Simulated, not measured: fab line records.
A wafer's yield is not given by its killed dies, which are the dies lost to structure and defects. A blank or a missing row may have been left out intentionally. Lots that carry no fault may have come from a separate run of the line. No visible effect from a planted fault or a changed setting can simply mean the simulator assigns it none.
Matching of chambers -- flow sky130 -- 4 sister chambers for SKY_VIA3_ETCH_14 on rie_diel-04
The step etches BARC in N2/H2, stops on SiO2, time 45.9 s, target depth 60 nm. 18 wafers are shown with their chamber, then 9 later ones without.

## WAFERS WITH THEIR CHAMBER
wafer,chamber,throttle_valve_pct (%),oes_product_au (a.u.),h2_flow_sccm (sccm)
L074.1,3,13.227,0.867,199.8
L074.3,2,13.218,0.870,200.4
L074.6,3,13.215,0.858,200.6
L075.1,0,13.231,0.855,200.0
L075.4,2,13.227,0.847,200.4
L075.5,2,13.224,0.854,199.5
L078.1,0,13.217,0.863,199.6
L078.3,1,13.224,0.855,200.2
L078.6,0,13.233,0.857,199.2
L079.1,2,13.215,0.857,199.6
L079.3,3,13.221,0.866,199.9
L079.5,1,13.216,0.862,199.7
L082.1,2,13.224,0.862,199.5
L082.3,0,13.226,0.863,199.5
L082.6,3,13.229,0.861,200.5
L087.1,0,13.227,0.857,201.6
L087.3,3,13.216,0.861,199.6
L087.4,1,13.221,0.857,200.9

SIGNATURES (averages over the wafers above)
reading,chamber 0,chamber 1,chamber 2,chamber 3,scatter within a chamber
throttle_valve_pct,13.22680,13.22033,13.22160,13.22160,0.00562
oes_product_au,0.85900,0.85800,0.85800,0.86260,0.00559
h2_flow_sccm,199.980,200.267,199.880,200.080,0.656
Rule: a wafer's distance from a chamber is the root of the sum, over the readings, of the square of ((its reading less the chamber's mean) divided by the reading's scatter). The wafer belongs to the nearest chamber; if the next one is less than 2 further off, it can't be placed. The scatter: take each reading less its chamber's mean, square it, sum over the shown wafers, divide by the number of wafers less the number of chambers, and take the root.

## WAFERS WHOSE CHAMBER IS MISSING
wafer,throttle_valve_pct (%),oes_product_au (a.u.),h2_flow_sccm (sccm)
L094.1,13.249,0.853,200.3
L094.4,13.227,0.855,199.5
L094.5,13.219,0.859,198.5
L095.2,13.212,0.853,199.3
L095.3,13.220,0.854,198.8
L095.6,13.215,0.858,200.5
L097.4,13.218,0.864,199.8
L097.5,13.230,0.855,200.7
L097.6,13.221,0.851,200.3

## WHICH CHAMBER EACH WENT THROUGH
wafer,from the rows above,in truth
L094.1,can't be placed: 0 or 2 or 1 or 3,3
L094.4,can't be placed: 0 or 2 or 1 or 3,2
L094.5,can't be placed: 2 or 3 or 0 or 1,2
L095.2,can't be placed: 2 or 1 or 3 or 0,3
L095.3,can't be placed: 2 or 0 or 1 or 3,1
L095.6,can't be placed: 1 or 2 or 3 or 0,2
L097.4,can't be placed: 3 or 2 or 1 or 0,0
L097.5,can't be placed: 0 or 1 or 2 or 3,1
L097.6,can't be placed: 1 or 2 or 0 or 3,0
0 of 9 placed correctly. Not placeable from these rows: 9 (in 9, the candidates include the true chamber). 0 placed wrongly.
